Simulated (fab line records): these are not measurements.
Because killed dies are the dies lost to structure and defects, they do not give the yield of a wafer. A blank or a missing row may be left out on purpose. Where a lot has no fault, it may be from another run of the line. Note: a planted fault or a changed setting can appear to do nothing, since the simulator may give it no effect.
fab line records	flow sky130
record lots=6	wafers=18	last_day=50
route steps=708 shown LDD_HVP@288 LDD_LDN@289 PAD_OPEN@708
lots untouched by any fault: they come from a run of this same line in which no faults occurred
start_h: hours from the record's opening day to when the first of the lot's shown wafers began	wait_h: hours from the lot's prior step to this one	" unchanged from the row above	L1.1+2: a single row standing in for several wafers	- either no value or no given start	* or withheld: withheld	< > ~ a bound
route shown NAME@n: names a module that has steps shown in the file, with the first one's number in the route	usual: mean and standard deviation over wafers with no fault	same: alike in all rows	chamber/n: place in a boat	sites: the reading at each site	_std_site: how widely they spread, as a standard deviation	_edge_site: the outer-site mean with the inner-site mean subtracted	radius_mm: for every site, how far away it sits from the centre of the wafer	mask NAME#n: copy n	behind: the most recent tool/chamber to have shaped the wafer	hold: cause of the lot's hold/its duration in hours/its outcome	device: which transistor (n, p or np) failed to switch	end of line: at the end of the route, the tests of the same wafers	a step given without rows: its recipe and nothing more	killed: dies lost to structure and defects at the first sort, not the wafer's yield	map: a wafer's dies, marking killed ones x, the rest . and places with no die _
set.NAME: setting as actually run; set.NAME@STEP: the setting as run at that earlier step	model.NAME: the simulator's own value behind a step, which no gauge read
lots at selected steps of the route; one table per step, one row per wafer
services: the hour from which a tool's chamber was out of use, counted from the record's first day as start_h (under 0 if before that day), plus the number of hours and why
## steps
# step SKY_LDD_HVP_TW_MEAS_10
# usual LDD_HVP_TW=456/3.8
lot.wafer	tool	chamber	start_h	wait_h	LDD_HVP_TW
L542.2	film_metro-02	-	523.37	0.1	451
L542.5	"	-	"	"	456
L542.6	"	-	"	"	454
L551.1	film_metro-02	-	588.15	0.1	451
L551.3	"	-	"	"	452
L551.6	"	-	"	"	453
L557.3	film_metro-01	-	637.62	0.1	458
L557.4	"	-	"	"	461
L557.6	"	-	"	"	461
L558.2	film_metro-01	-	643.22	0.1	460
L558.3	"	-	"	"	463
L558.6	"	-	"	"	459
L561.1	film_metro-01	-	666.10	0.1	459
L561.2	"	-	"	"	457
L561.3	"	-	"	"	457
L564.1	film_metro-01	-	690.90	0.1	459
L564.3	"	-	"	"	461
L564.5	"	-	"	"	460
# step SKY_LDD_LDN_DEHYDRATE_00
# recipe temp_c=200	time_s=60
# step SKY_LDD_LDN_HMDS_01
# recipe prime_time_s=60	prime_temp_c=120
# step SKY_LDD_LDN_COAT_02
# recipe resist=NOVOLAK	spin_rpm=3000	resist_thk_nm=1140
# step SKY_LDD_LDN_SOFTBAKE_03
# recipe temp_c=90	time_s=60	resist=NOVOLAK
# step SKY_LDD_LDN_EXPOSE_04
# recipe mask_id=LDNTM	na=0.6	source_shape=conventional	sigma_outer=0.6	polarization=unpolarized	target_cd_nm=700	dose_mj=140
# step SKY_LDD_LDN_PEB_05
# recipe temp_c=withheld	time_s=*	resist=NOVOLAK
# step SKY_LDD_LDN_DEVELOP_06
# recipe resist=NOVOLAK	developer=TMAH	develop_time_s=60	dev_temp_c=23
# step SKY_LDD_LDN_OVL_MEAS_07
# usual LDD_LDN_OVL=0.7/1.3
lot.wafer	tool	chamber	start_h	wait_h	LDD_LDN_OVL[nm]
L542.2	overlay-02	-	553.28	0.1	-1.1
L542.5	"	-	"	"	-2.2
L542.6	"	-	"	"	-1.8
L551.1	overlay-02	-	617.35	0.1	2.1
L551.3	"	-	"	"	4.0
L551.6	"	-	"	"	2.1
L557.3	overlay-02	-	665.52	0.1	0.1
L557.4	"	-	"	"	0.8
L557.6	"	-	"	"	-0.3
L558.2	overlay-02	-	671.31	0.1	0.1
L558.3	"	-	"	"	1.8
L558.6	"	-	"	"	-0.2
L561.1	overlay-02	-	694.41	0.1	1.1
L561.2	"	-	"	"	1.7
L561.3	"	-	"	"	1.8
L564.1	overlay-02	-	718.62	0.1	2.8
L564.3	"	-	"	"	2.5
L564.5	"	-	"	"	1.2
# step SKY_LDD_LDN_IMPLANT_08
# recipe species=As	energy_kev=15	dose_cm2=1.25e+13	tilt_deg=withheld	rotation_deg=23
# step SKY_LDD_LDN_IMPLANT_09
# recipe species=As	energy_kev=14.81	dose_cm2=1.25e+13	tilt_deg=withheld	rotation_deg=113
# step SKY_LDD_LDN_IMPLANT_10
# recipe species=As	energy_kev=15	dose_cm2=1.25e+13	tilt_deg=withheld	rotation_deg=203
# step SKY_LDD_LDN_IMPLANT_11
# recipe species=As	energy_kev=15	dose_cm2=1.25e+13	tilt_deg=withheld	rotation_deg=293
# usual beam_energy_keV=15.000/0.0046	beam_on_s=10.02/0.21	dose_ions_cm2=1.25e+13/1.4e+10
# same implant_ion_amu=75
lot.wafer	tool	chamber	start_h	wait_h	beam_energy_keV	beam_on_s	dose_ions_cm2	model.implant.rp_nm	model.implant.drp_nm
L542.2	implanter-03	0	553.78	0.1	15.000	10.19	1.251e+13	12.64	5.933
L542.5	"	0	"	"	15.004	10.08	1.2516e+13	12.64	5.933
L542.6	"	0	"	"	15.000	10.16	1.2518e+13	12.64	5.933
L551.1	implanter-01	0	617.84	0.1	15.000	9.86	1.2503e+13	12.53	5.933
L551.3	"	0	"	"	15.004	9.98	1.2498e+13	12.53	5.933
L551.6	"	0	"	"	14.992	10.17	1.2501e+13	12.53	5.933
L557.3	implanter-01	0	666.05	0.1	19.284	10.11	1.2502e+13	15.42	7.031
L557.4	"	0	"	"	19.287	10.24	1.2475e+13	15.42	7.031
L557.6	"	0	"	"	19.275	10.13	1.2507e+13	15.42	7.031
L558.2	implanter-01	0	671.81	0.1	19.278	10.46	1.2509e+13	15.7	7.031
L558.3	"	0	"	"	19.282	10.13	1.2489e+13	15.7	7.031
L558.6	"	0	"	"	19.278	9.59	1.249e+13	15.7	7.031
L561.1	implanter-03	0	694.90	0.1	15.007	10.19	1.2509e+13	13.05	5.933
L561.2	"	0	"	"	15.008	10.50	1.25e+13	13.05	5.933
L561.3	"	0	"	"	15.001	10.03	1.2503e+13	13.05	5.933
L564.1	implanter-02	0	719.11	0.1	14.996	10.17	1.2493e+13	12.91	5.933
L564.3	"	0	"	"	14.997	10.13	1.2514e+13	12.91	5.933
L564.5	"	0	"	"	15.005	10.03	1.2494e+13	12.91	5.933
# step SKY_LDD_LDN_STRIP_12
# recipe chemistry=O2/N2	power_w=1400	pressure_mtorr=1500	platen_temp_c=withheld	o2_flow_sccm=3000	n2_flow_sccm=300	overash_fraction=0.5
# usual drypump_motor_current_A=5.81/0.28	oes_product_au=0.715/0.0048	strip_time_to_endpoint_s=14.18/0.042
lot.wafer	tool	chamber	start_h	wait_h	drypump_motor_current_A	oes_product_au	rf_hours_counter_h	strip_time_to_endpoint_s
L542.2	plasma_asher-02	1	553.91	0.1	5.78	0.716	89	14.19
L542.5	"	0	"	"	5.60	0.721	-	14.21
L542.6	"	1	"	"	5.77	0.714	-	14.26
L551.1	plasma_asher-01	1	617.99	0.1	6.28	0.706	47	14.17
L551.3	"	1	"	"	6.28	0.728	-	14.19
L551.6	"	0	"	"	5.93	0.707	-	14.17
L557.3	plasma_asher-03	1	666.18	0.1	5.42	0.718	-	14.18
L557.4	"	0	"	"	5.66	0.704	-	14.16
L557.6	"	0	"	"	5.68	0.717	-	14.19
L558.2	plasma_asher-02	0	671.94	0.1	5.62	0.714	101	14.09
L558.3	"	0	"	"	5.64	0.716	-	14.11
L558.6	"	0	"	"	5.63	0.716	-	14.10
L561.1	plasma_asher-02	1	695.05	0.1	5.78	0.717	103	14.14
L561.2	"	0	"	"	5.60	0.714	103	14.16
L561.3	"	0	"	"	5.60	0.708	-	14.11
L564.1	plasma_asher-03	0	719.26	0.1	5.68	0.718	88	14.23
L564.3	"	1	"	"	5.41	0.716	-	14.26
L564.5	"	1	"	"	5.39	0.717	-	14.19
# step SKY_PAD_OPEN_PROBE_99
# usual killed_at_M0_to_M3=43/7.5	killed_at_M4_up=3.0/1.6	killed_at_contacts=23/5.8	killed_at_front_end=14/4.8	killed_at_other=0.3/0.52	killed_dies=84/9.1	killed_open=47/7.2	killed_short=37/5.8
# same gross_dies=492	killed_at_back_side=0
lot.wafer	tool	chamber	start_h	wait_h	killed_at_M0_to_M3	killed_at_M4_up	killed_at_contacts	killed_at_front_end	killed_at_other	killed_dies	killed_open	killed_short	model.etest.tip_sonos.rs_ohm_sq
L542.2	prober-01	-	1096.06	0.1	59	2	24	17	0	102	48	54	2756
L542.5	prober-01	-	1096.21	0.2	49	3	18	9	0	79	43	36	2684
L542.6	prober-01	-	1096.26	0.2	54	1	19	19	1	94	56	38	2747
L551.1	prober-01	-	1140.09	0.1	35	3	33	15	0	86	53	33	2740
L551.3	prober-01	-	1140.19	0.2	42	4	28	14	0	88	38	50	2693
L551.6	prober-01	-	1140.34	0.2	35	2	23	14	0	74	33	41	2761
L557.3	prober-02	-	1171.68	0.2	49	4	12	15	0	80	37	43	2499
L557.4	prober-02	-	1171.73	0.2	53	1	20	23	0	97	55	42	2460
L557.6	prober-02	-	1171.83	0.2	34	4	19	11	0	68	39	29	2499
L558.2	prober-01	-	1174.64	0.1	50	2	20	7	1	80	44	36	2441
L558.3	prober-01	-	1174.69	0.2	43	6	35	7	0	91	51	40	2414
L558.6	prober-01	-	1174.84	0.2	55	2	24	4	0	85	52	33	2469
L561.1	prober-02	-	1185.48	0.1	29	5	27	14	0	75	37	38	2720
L561.2	prober-02	-	1185.53	0.1	44	7	17	25	0	93	41	52	2736
L561.3	prober-02	-	1185.58	0.2	38	1	19	19	0	77	38	39	2729
L564.1	prober-01	-	1199.49	0.1	37	1	33	19	0	90	54	36	2702
L564.3	prober-01	-	1199.59	0.2	33	2	39	20	1	95	47	48	2706
L564.5	prober-01	-	1199.69	0.2	47	4	38	15	0	104	60	44	2700
# killed by level:class
L542.2 VIA1:geometric_particle:open=14 METAL1:geometric_particle:short=13 CONTACT:geometric_particle:open=10 VIA1:geometric_particle:short=9 FIELD_ISO:geometric_particle:open=5 METAL2:geometric_particle:short=5 METAL3:geometric_particle:short=5 FIELD_ISO:geometric_particle:short=4
L542.5 METAL1:geometric_particle:short=9 VIA1:geometric_particle:open=9 LI_CONTACT:geometric_particle:open=8 VIA2:geometric_particle:open=8 VIA3:geometric_particle:open=8 CONTACT:geometric_particle:open=5 VIA1:geometric_particle:short=5 FIELD_ISO:geometric_particle:short=4
L542.6 VIA3:geometric_particle:open=9 VIA1:geometric_particle:open=8 METAL2:geometric_particle:short=8 FIELD_ISO:geometric_particle:open=7 LI_CONTACT:geometric_particle:open=7 CONTACT:geometric_particle:open=6 VIA2:geometric_particle:open=6 FIELD_ISO:geometric_particle:short=5
L551.1 LI_CONTACT:geometric_particle:open=15 VIA2:geometric_particle:open=8 METAL2:geometric_particle:short=7 LI_CONTACT:geometric_particle:short=6 VIA3:geometric_particle:open=6 CONTACT:geometric_particle:open=5 VIA1:geometric_particle:open=5 CONTACT:geometric_particle:short=4
L551.3 LI_CONTACT:geometric_particle:open=12 VIA1:geometric_particle:open=9 POLY_GATE:geometric_particle:short=6 VIA3:geometric_particle:short=6 LOCAL_INTERCONNECT:geometric_particle:short=6 METAL2:geometric_particle:short=6 CONTACT:geometric_particle:open=5 METAL1:geometric_particle:short=5
L551.6 FIELD_ISO:geometric_particle:short=8 VIA1:geometric_particle:short=8 LI_CONTACT:geometric_particle:open=7 VIA1:geometric_particle:open=7 VIA3:geometric_particle:open=6 CONTACT:geometric_particle:short=5 CONTACT:geometric_particle:open=5 POLY_GATE:geometric_particle:short=3
L557.3 VIA1:geometric_particle:short=14 VIA1:geometric_particle:open=10 FIELD_ISO:geometric_particle:open=5 METAL1:geometric_particle:short=5 VIA2:geometric_particle:open=5 CONTACT:geometric_particle:open=5 FIELD_ISO:geometric_particle:short=4 VIA3:geometric_particle:open=4
L557.4 VIA1:geometric_particle:open=14 FIELD_ISO:geometric_particle:short=9 FIELD_ISO:geometric_particle:open=8 VIA3:geometric_particle:open=8 VIA1:geometric_particle:short=7 CONTACT:geometric_particle:open=6 METAL2:geometric_particle:short=5 LI_CONTACT:geometric_particle:open=5
L557.6 VIA1:geometric_particle:open=8 METAL1:geometric_particle:short=7 CONTACT:geometric_particle:open=6 LI_CONTACT:geometric_particle:open=6 VIA2:geometric_particle:open=5 CONTACT:geometric_particle:short=3 VIA3:geometric_particle:open=3 FIELD_ISO:geometric_particle:open=2
L558.2 VIA3:geometric_particle:open=16 CONTACT:geometric_particle:open=7 VIA1:geometric_particle:open=7 METAL2:geometric_particle:short=7 VIA1:geometric_particle:short=6 VIA2:geometric_particle:open=5 METAL1:geometric_particle:short=4 LI_CONTACT:geometric_particle:open=4
L558.3 VIA1:geometric_particle:open=12 CONTACT:geometric_particle:open=11 CONTACT:geometric_particle:short=9 LI_CONTACT:geometric_particle:open=8 VIA2:geometric_particle:open=7 METAL2:geometric_particle:short=6 LOCAL_INTERCONNECT:geometric_particle:short=5 METAL1:geometric_particle:short=5
L558.6 VIA1:geometric_particle:open=12 CONTACT:geometric_particle:open=10 VIA2:geometric_particle:open=8 VIA3:geometric_particle:open=8 LI_CONTACT:geometric_particle:open=7 METAL1:geometric_particle:short=7 METAL2:geometric_particle:short=6 METAL2:geometric_particle:open=4
L561.1 CONTACT:geometric_particle:open=9 LOCAL_INTERCONNECT:geometric_particle:short=8 VIA1:geometric_particle:open=6 POLY_GATE:geometric_particle:open=5 VIA3:geometric_particle:open=5 LI_CONTACT:geometric_particle:open=4 CONTACT:geometric_particle:short=4 METAL1:geometric_particle:short=4
L561.2 VIA1:geometric_particle:open=12 VIA1:geometric_particle:short=8 FIELD_ISO:geometric_particle:short=7 CONTACT:geometric_particle:short=7 METAL2:geometric_particle:short=7 POLY_GATE:geometric_particle:short=6 POLY_GATE:geometric_particle:open=5 CONTACT:geometric_particle:open=5
L561.3 POLY_GATE:geometric_particle:open=6 VIA1:geometric_particle:open=6 VIA3:geometric_particle:open=6 LI_CONTACT:geometric_particle:open=5 LOCAL_INTERCONNECT:geometric_particle:short=5 METAL2:geometric_particle:short=5 METAL1:geometric_particle:short=5 METAL3:geometric_particle:short=5
L564.1 CONTACT:geometric_particle:open=12 VIA1:geometric_particle:open=11 LI_CONTACT:geometric_particle:open=10 CONTACT:geometric_particle:short=8 VIA3:geometric_particle:open=5 FIELD_ISO:geometric_particle:short=4 POLY_GATE:geometric_particle:open=4 SPACER:geometric_particle:short=4
L564.3 CONTACT:geometric_particle:open=12 CONTACT:geometric_particle:short=10 LI_CONTACT:geometric_particle:open=9 VIA1:geometric_particle:open=9 FIELD_ISO:geometric_particle:open=5 POLY_GATE:geometric_particle:open=5 METAL1:geometric_particle:short=5 FIELD_ISO:geometric_particle:short=4
L564.5 CONTACT:geometric_particle:open=17 VIA1:geometric_particle:open=12 LI_CONTACT:geometric_particle:open=11 METAL2:geometric_particle:short=7 METAL1:geometric_particle:short=5 VIA2:geometric_particle:open=5 FIELD_ISO:geometric_particle:open=4 FIELD_ISO:geometric_particle:short=4
## services
tool	chamber	start_h	hours	kind
plasma_asher-01	-	531.64	4.3	pm
implanter-01	-	550.23	7.0	pm
plasma_asher-03	-	551.24	1.0	repair
implanter-02	-	562.60	0.7	repair
implanter-03	-	574.94	3.9	pm
plasma_asher-02	-	614.75	4.3	pm
implanter-03	-	626.17	2.4	repair
implanter-02	-	647.66	1.4	repair
plasma_asher-03	-	649.23	1.9	repair
plasma_asher-03	-	700.42	1.3	repair
plasma_asher-03	-	704.45	2.7	repair
## key
first_sign step=SKY_LDD_LDN_IMPLANT_11	reading=beam_energy_keV	direction=up	sigmas=99+	usual=*	struck=*
effect none on later readings
model_effect step=SKY_LDD_LDN_IMPLANT_11	value=implant.rp_nm	without=13.01	struck=15.56
model_effect step=SKY_PAD_OPEN_PROBE_99	value=etest.tip_sonos.rs_ohm_sq	without=2662	struck=2464
met_at SKY_LDD_LDN_IMPLANT_11
struck_wafers L557.3,L557.4,L557.6,L558.2,L558.3,L558.6
tester_left_out L557,L558
onset_between 617.84 666.05
fault kind=process_parameter_drift	tool=implanter-01	chamber=-	onset_h=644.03	steps=SKY_LDD_LDN_IMPLANT_11	channel=energy_kev	offset=*	shape=step	end_h=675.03	acts_in=*	stated=*
# tester_left_out: of these lots the tester's yield and bins aren't shown, on N5 and GAA mostly nor the transistor test; their killed dies are dies lost to structure and defects alone, not to doping, threshold or leakage, so they don't give the yield
